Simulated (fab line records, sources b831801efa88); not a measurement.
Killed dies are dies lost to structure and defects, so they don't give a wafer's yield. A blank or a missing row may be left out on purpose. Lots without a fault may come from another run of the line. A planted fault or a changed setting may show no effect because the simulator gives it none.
Problem report in the 8D (eight disciplines) form, filled by code | flow sky130 | the parts of the form that need people (team, actions taken, sign-off) are left out

1. THE PROBLEM
run_length_s at SKY_METAL4_ETCH_16 reads a mean of 101.0 s on 1 wafer of 1 lot; wafers without a fault read 116.6 s with a standard deviation of 0.56. That is -28 standard deviations from the usual mean.
The step: etches BARC in N2/H2, stops on SiO2, time 88.2 s, target depth 60 nm.
First seen on wafer L553.3, day 44 22:28, on rie_metal-04. The record holds 26 wafers of 9 lots with a number at this step. Rule for "out", or "out of limits": more than 4 standard deviations from the usual mean. The other wafers with a number count as sound.

2. WHAT IT IS AND WHAT IT IS NOT
question                    | is                           | is not
which readings at this step | run_length_s, oes_product_au | chamber_pressure_mTorr, drypump_motor_current_A, throttle_valve_pct
which lots                  | L553                         | L543, L544, L545, L557, L560, L561, L564, L566
which wafers of those lots  | L553.3                       | L553.1
read on which tools         | rie_metal-04                 | rie_metal-01, rie_metal-03
when                        | from day 44 22:28            | up to then (10 sound wafers); but 15 sound wafers of L557, L560, L561, L564, L566 came after

3. SUSPECTS, AND WHAT RULES EACH OUT
Counting: a tool at a process step up to the reading stays a suspect if it ran every lot that is out. Sound lots after the first of them don't rule it out here, since some wafers of a struck lot are sound.
- rie_metal-04 at SKY_METAL4_ETCH_16 (etches BARC in N2/H2, stops on SiO2, time 88.2 s, target depth 60 nm): kept. It ran the lot that is out, L553 (day 44 22:28); its last sound lot up to then is L543 (day 42 08:22). Its own readings are out on those wafers: oes_product_au, run_length_s.
Left after counting: rie_metal-04 at SKY_METAL4_ETCH_16.

4. THE CAUSE (what the simulator had put in)
Process parameter drift: rie_metal-04, from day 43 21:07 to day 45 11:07, at SKY_METAL4_ETCH_16. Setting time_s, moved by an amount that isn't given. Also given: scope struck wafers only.
Counting left only this tool.

5. THE CHAIN OF EFFECTS, in route order
Each row: a reading whose mean over the struck wafers that have a number lies more than 3 standard deviations from the usual. Only readings for which the record gives a usual standard deviation are gone through. hours: the time from each lot's start at the first step in this table that gives one to its start at this step, as a median over the lots. sigmas: the change in usual standard deviations.
hours | step               | reading        | usual      | on struck wafers | change | sigmas
0     | SKY_METAL4_ETCH_16 | oes_product_au | 0.626 a.u. | 0.723            | +0.097 | +19
0     | SKY_METAL4_ETCH_16 | run_length_s   | 116.6 s    | 101.0            | -15.6  | -28
The process steps in it:
- SKY_METAL4_ETCH_16: etches BARC in N2/H2, stops on SiO2, time 88.2 s, target depth 60 nm.

6. WHAT WOULD HAVE CAUGHT IT SOONER
In this record the first reading out of limits was taken at day 44 22:28, 25 hours after the fault began at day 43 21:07.
